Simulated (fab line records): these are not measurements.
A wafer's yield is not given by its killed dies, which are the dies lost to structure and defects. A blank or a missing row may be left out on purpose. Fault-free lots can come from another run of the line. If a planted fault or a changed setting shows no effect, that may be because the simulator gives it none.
Tool commonality check / flow gf180mcu / Lots sampled 13, wafers sampled 39

== WHY IT WAS OPENED ==
At GF_HV_LDD_CD_MEAS_31 the reading cd_nm is flagged on 2 of 13 lots. No-fault wafers: 399.7 nm, standard deviation 2.1.
Rule: a lot gets a flag if all its wafers with a number sit over 4 standard deviations from that mean, or if no wafer of it has a number. The other lots count as sound.

lot=L270; measured=day 11 14:34; on=cd_sem-01; cd_nm (nm), wafer by wafer=401.3 401.4 400.0; flag=
lot=L271; measured=day 11 19:46; on=cd_sem-02; cd_nm (nm), wafer by wafer=398.1 398.3 399.6; flag=
lot=L272; measured=day 12 02:49; on=cd_sem-01; cd_nm (nm), wafer by wafer=401.3 400.4 401.9; flag=
lot=L273; measured=day 12 10:04; on=cd_sem-01; cd_nm (nm), wafer by wafer=403.0 402.4 402.3; flag=
lot=L276; measured=day 13 11:19; on=cd_sem-01; cd_nm (nm), wafer by wafer=399.3 398.9 400.3; flag=
lot=L277; measured=day 13 17:36; on=cd_sem-02; cd_nm (nm), wafer by wafer=398.1 397.3 400.1; flag=
lot=L281; measured=day 15 10:22; on=cd_sem-02; cd_nm (nm), wafer by wafer=400.3 400.7 400.5; flag=
lot=L282; measured=day 15 17:25; on=cd_sem-02; cd_nm (nm), wafer by wafer=399.0 400.1 398.8; flag=
lot=L285; measured=day 16 13:58; on=cd_sem-02; cd_nm (nm), wafer by wafer=385.0 386.4 387.0; flag=FLAGGED
lot=L288; measured=day 17 09:34; on=cd_sem-01; cd_nm (nm), wafer by wafer=388.6 390.2 388.8; flag=FLAGGED
lot=L289; measured=day 17 17:40; on=cd_sem-01; cd_nm (nm), wafer by wafer=400.1 401.1 400.6; flag=
lot=L290; measured=day 18 00:13; on=cd_sem-01; cd_nm (nm), wafer by wafer=398.2 396.9 398.5; flag=
lot=L291; measured=day 18 08:55; on=cd_sem-01; cd_nm (nm), wafer by wafer=397.7 396.2 398.3; flag=
The mean of the flagged lots' numbers is 387.7 nm, -12.0 nm from the usual (-6 standard deviations).

== EACH LOT AND THE TOOL IT RAN ON ==
The record keeps 1 process step preceding the reading, out of 602 steps on the route. Each cell gives the tool, then ch followed by the chambers the sampled wafers passed through, then the start.
lot=L270; flag=; GF_HV_LDD_EXPOSE_28=iline_stepper-01 ch 0, day 11 05:19
lot=L271; flag=; GF_HV_LDD_EXPOSE_28=iline_stepper-02 ch 0, day 11 10:30
lot=L272; flag=; GF_HV_LDD_EXPOSE_28=iline_stepper-02 ch 0, day 11 17:34
lot=L273; flag=; GF_HV_LDD_EXPOSE_28=iline_stepper-02 ch 0, day 12 00:55
lot=L276; flag=; GF_HV_LDD_EXPOSE_28=iline_stepper-02 ch 0, day 13 01:43
lot=L277; flag=; GF_HV_LDD_EXPOSE_28=iline_stepper-02 ch 0, day 13 07:46
lot=L281; flag=; GF_HV_LDD_EXPOSE_28=iline_stepper-02 ch 0, day 14 23:52
lot=L282; flag=; GF_HV_LDD_EXPOSE_28=iline_stepper-01 ch 0, day 15 06:50
lot=L285; flag=FLAGGED; GF_HV_LDD_EXPOSE_28=iline_stepper-01 ch 0, day 16 02:52
lot=L288; flag=FLAGGED; GF_HV_LDD_EXPOSE_28=iline_stepper-01 ch 0, day 16 22:27
lot=L289; flag=; GF_HV_LDD_EXPOSE_28=iline_stepper-02 ch 0, day 17 06:09
lot=L290; flag=; GF_HV_LDD_EXPOSE_28=iline_stepper-02 ch 0, day 17 12:52
lot=L291; flag=; GF_HV_LDD_EXPOSE_28=iline_stepper-02 ch 0, day 17 21:25
These steps, and what they do:
- GF_HV_LDD_EXPOSE_28: exposes mask Nplus HV AREA, target cd 400 nm.
- GF_HV_LDD_CD_MEAS_31: target cd 400 nm.

== FLAGGED OVER TOTAL, TOOL BY TOOL (the gauges that took the reading come last) ==
step=GF_HV_LDD_EXPOSE_28; tool=iline_stepper-01; lots run=4; flagged=2; share of the flagged lots=all; sound lots run after its first flagged lot=0
step=GF_HV_LDD_EXPOSE_28; tool=iline_stepper-02; lots run=9; flagged=0; share of the flagged lots=none; sound lots run after its first flagged lot=-
step=GF_HV_LDD_CD_MEAS_31; tool=cd_sem-01; lots run=8; flagged=1; share of the flagged lots=some; sound lots run after its first flagged lot=3 (L289,L290,L291)
step=GF_HV_LDD_CD_MEAS_31; tool=cd_sem-02; lots run=5; flagged=1; share of the flagged lots=some; sound lots run after its first flagged lot=0

== WHAT THE TABLE PERMITS ==
Rows of the table that ran each flagged lot: 1, that is iline_stepper-01 at GF_HV_LDD_EXPOSE_28.
- iline_stepper-01 at GF_HV_LDD_EXPOSE_28: 2 of its 4 lots flagged. It ran its last sound lot, L282, at day 15 06:50 and its first flagged lot, L285, at day 16 02:52: a fault with its onset between the two fits. Its own readings lie more than 4 standard deviations out on every wafer of the flagged lots: exposure_dose_mJ_cm2.
One tool is left: iline_stepper-01 at GF_HV_LDD_EXPOSE_28.

== WHAT THE SIMULATOR HAD INSERTED ==
Process parameters drifting: iline_stepper-01 at GF_HV_LDD_EXPOSE_28, beginning at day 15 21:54. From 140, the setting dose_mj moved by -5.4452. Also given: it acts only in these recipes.
Shown lots that were struck: L285, L288. The rule above reached the same finding.
